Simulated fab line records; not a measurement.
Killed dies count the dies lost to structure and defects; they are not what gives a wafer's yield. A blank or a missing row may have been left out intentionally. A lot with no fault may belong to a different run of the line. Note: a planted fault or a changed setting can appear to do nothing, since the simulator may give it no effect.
Which tool did it?    flow sfq_line    7 lots with 21 wafers sampled at 4 steps, on a route of 325 steps

WHAT EACH GAUGE READ, for each wafer
SFQ_I2_OVL_MEAS_918.
lot   measured      on          I2_OVL (nm)
L469  day 23 02:38  overlay-01  -8 -10 -10
L471  day 24 01:58  overlay-02  -7 -1 0
L473  day 24 19:59  overlay-02  -14 -16 -12
L477  day 26 07:53  overlay-02  -7 -5 -6
L479  day 26 13:52  overlay-02  -9 -5 -9
L481  day 26 23:28  overlay-01  -7 -7 -7
L490  day 30 15:23  overlay-01  -4 3 -8

WHICH TOOL RAN EACH LOT (tool, then ch and the chambers of the sampled wafers, then the start)
lot   SFQ_TRILAYER_I0_VIA_STRIP_STRIP_035  SFQ_TRILAYER_I2_CMP_CMP_064    SFQ_TRILAYER_I2_METRO_MEASURE_065
L469  rie_metal-04 ch 0,1, day 10 11:12    cmp-02 ch 0,3, day 18 05:56    film_metro-02, day 18 08:33
L471  rie_metal-02 ch 0,1, day 10 19:36    cmp-02 ch 1,2,3, day 19 07:37  film_metro-01, day 19 10:44
L473  rie_metal-01 ch 0,1, day 11 17:18    cmp-01 ch 0,1,2, day 20 03:13  film_metro-03, day 20 06:44
L477  rie_metal-02 ch 0,1, day 13 03:36    cmp-02 ch 1,2, day 21 21:40    film_metro-01, day 22 00:53
L479  rie_metal-01 ch 0, day 13 11:48      cmp-02 ch 0,1,2, day 22 03:10  film_metro-03, day 22 06:17
L481  rie_metal-01 ch 0, day 13 21:24      cmp-01 ch 0,3, day 22 16:01    film_metro-01, day 22 19:08
L490  rie_metal-04 ch 0,1, day 17 00:13    cmp-01 ch 0,2,3, day 26 08:01  film_metro-01, day 26 11:20
- SFQ_TRILAYER_I0_VIA_STRIP_STRIP_035: strips in O2.
- SFQ_TRILAYER_I2_CMP_CMP_064: polishes SiO2.
- SFQ_TRILAYER_I2_METRO_MEASURE_065

THE ANSWER, worked out from the rows above alone
Rule: what is usual is taken from the lots themselves. The widest of any qualifying gaps counts: lots, ordered by their means at a reading, are off when they make up no more than a third of the lots, leave a main group of 4 or more, and stand apart from it by 3 or more times the standard deviation of that group's means. If all means in a main group match to the digits the tables above print for the reading, that group is not used. A lot without any number at a reading at which 4 lots or more have one is off too. All remaining lots with rows at the step are treated as sound.
None of the lots is off at any reading shown; this tells nothing.

WHAT HAD BEEN PUT IN BY THE SIMULATOR
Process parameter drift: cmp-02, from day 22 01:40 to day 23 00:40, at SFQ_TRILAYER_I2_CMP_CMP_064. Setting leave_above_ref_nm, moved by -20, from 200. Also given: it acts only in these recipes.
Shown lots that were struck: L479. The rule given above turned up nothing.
